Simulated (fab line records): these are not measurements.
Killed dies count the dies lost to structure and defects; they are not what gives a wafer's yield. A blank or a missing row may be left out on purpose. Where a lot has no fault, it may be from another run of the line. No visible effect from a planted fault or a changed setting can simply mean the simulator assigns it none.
A struck lot beside a sound one + flow sky130 + 17 out of 708 route steps
Sound: wafers L922.1, L922.2, L922.6. Wafers L942.4, L942.5, L942.6 were the ones struck. The cause is given at the end.
For every step that has rows: the tool of each side, followed by ch and its chambers, followed by its first start. Under that, the readings that differ: sound wafers + struck wafers + difference of the means + sigmas: that difference in standard deviations of wafers without a fault.
alike: readings with means less than 2 such deviations apart, plus words and numbers identical on both sides. not compared: withheld readings, readings lacking a value on some wafer, bounds such as >300 that could conceal the same value, and numbers that have no deviation in the record and whose values overlap.
The two part at a step that has a row with sigmas, a row that says differs or no value, or rows on one side only. When numbers do not overlap yet have no deviation, they are printed without sigmas and do not part them. A reading missing from all wafers of one side parts the sides only when that side holds two or more wafers.

SKY_NWELL_OVL_MEAS_23:
  sound: overlay-01 at day 5 04:40; struck: overlay-02 at day 10 10:43
| reading           | sound        | struck         | difference | sigmas |
|-------------------|--------------|----------------|------------|--------|
| NWELL_01_OVL (nm) | 2.3 -1.2 1.8 | -2.5 -4.1 -3.7 | -4.4       | -3     |
then, 1 step without rows for these wafers: SKY_NWELL_IMPLANT_24.
SKY_NWELL_STRIP_25: strips in O2/N2.
  sound on plasmaAsher-04 ch 0,1, day 5 04:52; struck on plasmaAsher-03 ch 0,1, day 10 10:55
| reading                  | sound          | struck         | difference | sigmas |
|--------------------------|----------------|----------------|------------|--------|
| drypumpMotorCurrentA (A) | 6.17 6.23 6.15 | 5.71 5.84 5.67 | -0.44      | -2     |
  alike: chamberPressureMTorr, oesProductAu, stripTimeToEndpointS
  not compared: rfHoursCounterH
SKY_NWELL_TW_MEAS_26:
  sound: filmMetro-03 at day 5 04:58; struck: filmMetro-02 at day 10 11:01
| reading    | sound             | struck            | difference | sigmas |
|------------|-------------------|-------------------|------------|--------|
| NWELL_2_TW | 503.1 500.3 505.2 | 498.6 497.9 495.2 | -5.6       | -2     |
then, 1 step without rows for these wafers: SKY_NWELL_CLEAN_27 (cleans in SC1/SC2, time 150 s).
SKY_NWELL_RTA_28: time 30 s.
  sound on rtpAnneal-01 ch 0, day 5 05:07; struck on rtpAnneal-01 ch 0, day 10 11:08
  alike: annealTempCMax, chamberO2Ppm, lampPowerPct, wafer_temp_C_max
SKY_NWELL_RS_MEAS_29: the measuring method here is four-point-probe.
  sound: filmMetro-01 at day 5 05:13; struck: filmMetro-03 at day 10 11:15
  alike: NWELL_RS
SKY_NWELL_RS_MEAS_31: the measuring method here is four-point-probe.
  sound: filmMetro-01 at day 5 05:28; struck: filmMetro-03 at day 10 11:29
  alike: PWDE_RS
then, 3 steps without rows for these wafers: SKY_VT_ADJUST_HVTP_DEHYDRATE_00 (time 60 s); SKY_VT_ADJUST_HVTP_HMDS_01 (prime time 60 s); SKY_VT_ADJUST_HVTP_COAT_02 (resist thk 1140 nm).
SKY_VT_ADJUST_HVTP_SOFTBAKE_03: time 60 s.
  sound on lithoTrack-03 ch 0, day 5 14:00; struck on lithoTrack-03 ch 0, day 10 22:37
| reading                                            | sound             | struck               | difference | sigmas      |
|----------------------------------------------------|-------------------|----------------------|------------|-------------|
| runLengthS (s)                                     | 89.05 89.20 89.02 | 109.67 109.62 109.63 | +20.55     | +99 or more |
| model.NOVOLAK_of_VT_ADJUST_HVTP_COAT_02.thkNm (nm) | 1146 1144 1148    | 1134 1135 1131       | -13        |             |
  alike: chillPlateTempC
then, 2 steps without rows for these wafers: SKY_VT_ADJUST_HVTP_EXPOSE_04 (exposes mask HVTPM, target cd 380 nm); SKY_VT_ADJUST_HVTP_PEB_05.
SKY_VT_ADJUST_HVTP_DEVELOP_06: develop time 60 s.
  sound on lithoTrack-04 ch 0, day 5 23:08; struck on lithoTrack-03 ch 0, day 11 10:07
| reading                                            | sound          | struck         | difference | sigmas |
|----------------------------------------------------|----------------|----------------|------------|--------|
| model.NOVOLAK_of_VT_ADJUST_HVTP_COAT_02.thkNm (nm) | 1146 1144 1147 | 1133 1135 1130 | -13        |        |
  alike: chillPlateTempC
SKY_VT_ADJUST_HVTP_CD_MEAS_07: the cd target is 380 nm.
  sound: cdSem-01 at day 5 23:17; struck: cdSem-01 at day 11 10:16
  alike: cdNm
SKY_PAD_OPEN_PROBE_99:
  the record has rows for the sound wafers here (prober-01, day 45 09:43) and none for the struck ones

== WHERE THEY PART ==
First at SKY_NWELL_OVL_MEAS_23; last, within this record, at SKY_PAD_OPEN_PROBE_99.

WHY: the cause the simulator had injected
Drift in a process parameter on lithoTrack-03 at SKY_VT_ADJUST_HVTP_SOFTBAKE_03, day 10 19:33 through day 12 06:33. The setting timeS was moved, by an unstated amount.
